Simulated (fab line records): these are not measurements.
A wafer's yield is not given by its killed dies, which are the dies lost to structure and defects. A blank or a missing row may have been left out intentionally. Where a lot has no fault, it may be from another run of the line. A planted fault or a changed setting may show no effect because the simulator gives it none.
Which tool did it? -- flow sky130 -- Sampling: 11 lots, 33 wafers, 5 of 708 route steps

== WHAT EACH GAUGE READ, for each wafer ==
SKY_VT_ADJUST_LVTN_OVL_MEAS_18.
lot,measured,on,VT_ADJUST_LVTN_01_OVL (nm)
L903,day 7 19:11,overlay-02,2.2 2.6 2.6
L904,day 8 06:57,overlay-02,4.3 2.8 1.6
L906,day 8 14:22,overlay-01,-1.3 -2.3 -1.6
L907,day 8 19:25,overlay-02,2.5 2.7 0.6
L908,day 9 04:49,overlay-02,-1.1 -0.1 1.4
L909,day 9 15:26,overlay-02,-0.1 -1.4 -0.7
L910,day 9 20:24,overlay-01,-2.7 -0.2 0.4
L919,day 12 08:36,overlay-02,1.1 3.0 -0.8
L920,day 12 14:48,overlay-01,0.1 0.6 -1.0
L922,day 13 05:03,overlay-02,0.4 2.3 0.8
L923,day 13 12:13,overlay-01,0.2 -0.7 -0.3

SKY_SONOS_TUNNEL_CD_MEAS_07: target cd 410 nm.
lot,measured,on,cd_nm (nm)
L903,day 11 10:48,cd_sem-02,411.5 410.4 412.5
L904,day 11 23:28,cd_sem-01,406.9 409.0 407.1
L906,day 12 10:04,cd_sem-02,412.2 412.3 411.8
L907,day 12 14:34,cd_sem-02,408.1 409.4 407.9
L908,day 13 00:31,cd_sem-02,409.9 410.0 410.4
L909,day 13 12:32,cd_sem-01,408.3 410.1 408.1
L910,day 13 18:49,cd_sem-02,409.2 408.0 409.4
L919,day 16 18:24,cd_sem-02,414.8 413.8 413.6
L920,day 17 10:49,cd_sem-02,405.5 406.9 407.3
L922,day 17 13:48,cd_sem-02,411.5 411.5 413.1
L923,day 17 20:23,cd_sem-02,409.2 411.2 409.5

SKY_GATE_OXIDE_THK_MEAS_02.
lot,measured,on,GATE_OXIDE_OXIDATION_00_THK (nm)
L903,day 12 20:14,film_metro-03,10.13 10.25 9.99
L904,day 13 08:34,film_metro-01,10.03 10.15 10.18
L906,day 13 18:31,film_metro-04,10.46 10.27 10.24
L907,day 14 00:19,film_metro-03,10.23 10.13 10.15
L908,day 14 14:14,film_metro-04,10.37 10.38 10.23
L909,day 15 00:40,film_metro-03,10.12 10.20 10.23
L910,day 15 05:46,film_metro-04,10.23 10.30 10.14
L919,day 18 07:47,film_metro-01,8.42 8.36 8.47
L920,day 19 03:27,film_metro-03,8.24 8.33 8.38
L922,day 19 07:41,film_metro-01,10.30 10.34 10.17
L923,day 20 15:16,film_metro-01,10.36 10.21 10.18

== EACH LOT AND THE TOOL THAT RAN IT (in order: tool; ch and the chambers of the sampled wafers; start) ==
lot,SKY_NWELL_STRIP_25,SKY_GATE_OXIDE_OXIDATION_01
L903,"plasma_asher-02 ch 0,1, day 5 09:25","furnace-01 ch 0, day 12 18:49"
L904,"plasma_asher-04 ch 0,1, day 5 20:20","furnace-02 ch 0, day 13 07:10"
L906,"plasma_asher-04 ch 0,1, day 6 02:33","furnace-02 ch 0, day 13 17:07"
L907,"plasma_asher-02 ch 0,1, day 6 06:27","furnace-02 ch 0, day 13 22:55"
L908,"plasma_asher-02 ch 0,1, day 6 14:04","furnace-02 ch 0, day 14 12:49"
L909,"plasma_asher-04 ch 0,1, day 7 00:07","furnace-02 ch 0, day 14 23:14"
L910,"plasma_asher-03 ch 0,1, day 7 03:28","furnace-01 ch 0, day 15 04:21"
L919,"plasma_asher-03 ch 0,1, day 9 11:12","furnace-02 ch 0, day 18 06:23"
L920,"plasma_asher-03 ch 0,1, day 9 16:25","furnace-02 ch 0, day 19 02:02"
L922,"plasma_asher-03 ch 0,1, day 10 05:57","furnace-01 ch 0, day 19 06:16"
L923,"plasma_asher-03 ch 0,1, day 10 12:12","furnace-01 ch 0, day 20 13:51"
- SKY_NWELL_STRIP_25: strips in O2/N2.
- SKY_GATE_OXIDE_OXIDATION_01: stabilise 600 s, purge 300 s, target thk 10.268 nm.

== AS READ BY THE TOOLS THEMSELVES (means over the sampled wafers that have a number; for cases with no such wafer, the mark the record gives instead) ==
SKY_NWELL_STRIP_25.
lot,tool,chamber_pressure_mTorr (mTorr),drypump_motor_current_A (A),oes_product_au (a.u.),strip_time_to_endpoint_s (s)
L903,plasma_asher-02,1500.6,5.5,0.725,37.01
L904,plasma_asher-04,1499.2,6.1,0.721,37.03
L906,plasma_asher-04,1499.6,6.1,0.721,36.98
L907,plasma_asher-02,1501.5,5.5,0.722,37.08
L908,plasma_asher-02,1500.2,5.5,0.723,37.01
L909,plasma_asher-04,1500.6,6.1,0.720,36.99
L910,plasma_asher-03,1499.5,5.3,0.723,37.03
L919,plasma_asher-03,1500.4,5.5,0.725,36.76
L920,plasma_asher-03,1500.3,5.5,0.722,37.00
L922,plasma_asher-03,1500.3,5.3,0.724,36.80
L923,plasma_asher-03,1499.4,5.5,0.723,36.93

SKY_GATE_OXIDE_OXIDATION_01.
lot,tool,spike_tc_bottom_C (C),spike_tc_centre_C (C),spike_tc_lower_C (C),spike_tc_top_C (C),spike_tc_upper_C (C),tube_center_temp_C (C),tube_center_temp_C_max,zone_power_centre_pct (%),zone_power_lower_pct (%)
L903,furnace-01,915.2,900.0,899.5,913.1,899.3,900,902.3,19.1,20.5
L904,furnace-02,918.2,901.0,901.2,909.8,899.5,900,902.6,17.4,17.4
L906,furnace-02,918.6,899.5,900.9,910.0,900.2,900,902.4,17.4,17.4
L907,furnace-02,918.6,900.1,900.8,910.4,900.7,900,902.1,17.3,17.3
L908,furnace-02,918.2,899.9,900.4,909.8,900.8,900,902.3,17.2,17.3
L909,furnace-02,918.2,899.7,900.2,910.5,900.4,900,902.1,17.5,17.5
L910,furnace-01,915.7,900.9,900.5,913.5,898.9,900,902.0,19.1,20.8
L919,furnace-02,900.3,881.0,880.6,891.9,882.7,881,883.8,16.7,16.7
L920,furnace-02,899.6,881.0,881.5,890.3,881.9,881,883.5,16.8,16.7
L922,furnace-01,915.5,900.1,899.7,911.9,899.8,900,902.6,19.0,20.8
L923,furnace-01,916.4,900.2,900.0,911.9,899.4,900,902.0,19.0,20.8

== THE ANSWER, worked out from the rows above alone ==
Rule: what is usual is taken from the lots themselves. The widest of any qualifying gaps counts: lots, ordered by their means at a reading, are off when they make up no more than a third of the lots, leave a main group of 4 or more, and stand apart from it by 3 or more times the standard deviation of that group's means. The tables above print the reading to a certain number of digits; a main group whose means all agree to those digits is not used. A lot without any number at a reading at which 4 lots or more have one is off too. All remaining lots with rows at the step are treated as sound. Order of review: gauges by route order, followed by the tools' own readings, for which a lot's mean as printed above is used. At the first step where some lot is off, the reading lying furthest off is the one used; lots without a number count as furthest.
Off: L919, L920, at SKY_GATE_OXIDE_THK_MEAS_02 (GATE_OXIDE_OXIDATION_00_THK). The main group: mean 10.22 nm, standard deviation 0.074.
A tool fits if, at a process step before that reading, it ran every lot that is off, and no sound lot after the first of them. The gauges at SKY_GATE_OXIDE_THK_MEAS_02 aren't tried: what is off there is off at SKY_GATE_OXIDE_OXIDATION_01 too, on other tools, and a gauge's error can't cause that. One fits: furnace-02 at SKY_GATE_OXIDE_OXIDATION_01. A fault onset in the window from L909 (day 14 23:14, its last sound lot) to L919 (day 18 06:23, its first lot off) fits.
The tool's own readings at SKY_GATE_OXIDE_OXIDATION_01 bear it out: on the lots that are off they differ by more than 5 times the standard deviation of the sound lots' means. spike_tc_bottom_C reads 900.0 C there against 917.2 C on the sound lots; spike_tc_centre_C reads 881.0 C there against 900.2 C on the sound lots; spike_tc_lower_C reads 881.0 C there against 900.4 C on the sound lots; spike_tc_top_C reads 891.1 C there against 911.2 C on the sound lots; spike_tc_upper_C reads 882.3 C there against 899.9 C on the sound lots; tube_center_temp_C reads 881 C there against 900 C on the sound lots; tube_center_temp_C_max reads 883.6 there against 902.3 on the sound lots.

== WHAT THE SIMULATOR HAD PUT IN ==
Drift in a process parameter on furnace-02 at SKY_GATE_OXIDE_OXIDATION_01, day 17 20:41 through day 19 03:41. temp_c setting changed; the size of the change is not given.
Shown lots that were struck: L919, L920. The rule above found the same.
